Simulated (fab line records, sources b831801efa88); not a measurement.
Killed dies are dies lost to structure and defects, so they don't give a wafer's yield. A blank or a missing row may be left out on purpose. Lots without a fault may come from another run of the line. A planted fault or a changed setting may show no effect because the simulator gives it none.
Chamber matching | flow gf180mcu | GF_V4_ETCH_16 on rie_diel-01: 4 sister chambers
The step etches BARC in N2/H2. 4 wafers are shown with their chamber, then 10 later ones without.

WAFERS WITH THEIR CHAMBER
wafer  | chamber | drypump_motor_current_A (A)
L080.2 | 3       | 5.8
L085.3 | 2       | 5.4
L090.1 | 0       | 5.7
L090.5 | 1       | 5.6

WAFERS WITHOUT THEIR CHAMBER
wafer  | drypump_motor_current_A (A)
L090.6 | 5.8
L094.1 | 5.5
L094.2 | 5.6
L094.6 | 5.6
L095.2 | 5.5
L095.3 | 5.6
L095.4 | 5.8
L096.3 | 5.8
L096.5 | 5.8
L096.6 | 5.4

WHICH CHAMBER EACH WENT THROUGH
wafer  | from the rows above     | in truth
L090.6 | 3                       | 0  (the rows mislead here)
L094.1 | can't be placed: 1 or 2 | 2
L094.2 | 1                       | 1
L094.6 | 1                       | 1
L095.2 | can't be placed: 1 or 2 | 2
L095.3 | 1                       | 1
L095.4 | 3                       | 3
L096.3 | 3                       | 3
L096.5 | 3                       | 3
L096.6 | 2                       | 2
Placed correctly: 7 of 10. Can't be placed from these rows: 2 (the true chamber is among the candidates in 2). Placed wrongly: 1.
How it was worked out, from the rows above alone: a wafer's distance from a chamber is the root of the sum, over the readings, of the square of ((its reading less the chamber's mean) divided by the reading's scatter). The wafer belongs to the nearest chamber; if the next one is less than 2 further off, it can't be placed. A chamber's mean is the mean of its shown wafers. The scatter: with one shown wafer a chamber, the root of the mean of the squares of how far each hidden wafer lies from its nearest shown one.
